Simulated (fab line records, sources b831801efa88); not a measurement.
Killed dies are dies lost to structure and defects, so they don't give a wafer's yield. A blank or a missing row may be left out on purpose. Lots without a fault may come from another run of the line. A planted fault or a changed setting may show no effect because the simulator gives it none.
Chamber matching | flow gf180mcu | GF_V4_CVD_00 on hdpcvd-02: 3 sister chambers
The step deposits SiO2, target thk 600 nm, time 100 s. 15 wafers are shown with their chamber, then 7 later ones without.

WAFERS WITH THEIR CHAMBER
wafer  | chamber | sih4_flow_sccm (sccm)
L311.1 | 1       | 59.97
L311.2 | 2       | 59.96
L311.6 | 0       | 60.05
L312.4 | 1       | 60.07
L312.5 | 2       | 60.19
L312.6 | 0       | 59.93
L313.2 | 2       | 60.17
L313.3 | 1       | 59.95
L313.5 | 2       | 60.05
L316.2 | 1       | 60.41
L316.3 | 1       | 60.36
L316.6 | 0       | 60.06
L320.1 | 2       | 60.02
L320.2 | 1       | 60.05
L320.3 | 0       | 60.05

SIGNATURES (means of the wafers above)
reading        | chamber 0 | chamber 1 | chamber 2 | scatter within a chamber
sih4_flow_sccm | 60.0225   | 60.1350   | 60.0780   | 0.144
Rule: a wafer's distance from a chamber is the root of the sum, over the readings, of the square of ((its reading less the chamber's mean) divided by the reading's scatter). The wafer belongs to the nearest chamber; if the next one is less than 2 further off, it can't be placed. The scatter: the root of (the sum of the squares of (reading less its chamber's mean) over the shown wafers, divided by (wafers less chambers)).

WAFERS WITHOUT THEIR CHAMBER
wafer  | sih4_flow_sccm (sccm)
L322.2 | 60.00
L322.6 | 60.05
L325.1 | 60.23
L325.6 | 60.02
L334.1 | 59.97
L334.3 | 60.26
L334.5 | 60.07

WHICH CHAMBER EACH WENT THROUGH
wafer  | from the rows above          | in truth
L322.2 | can't be placed: 0 or 2 or 1 | 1
L322.6 | can't be placed: 0 or 2 or 1 | 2
L325.1 | can't be placed: 1 or 2 or 0 | 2
L325.6 | can't be placed: 0 or 2 or 1 | 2
L334.1 | can't be placed: 0 or 2 or 1 | 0
L334.3 | can't be placed: 1 or 2 or 0 | 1
L334.5 | can't be placed: 2 or 0 or 1 | 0
Placed correctly: 0 of 7. Can't be placed from these rows: 7 (the true chamber is among the candidates in 7). Placed wrongly: 0.
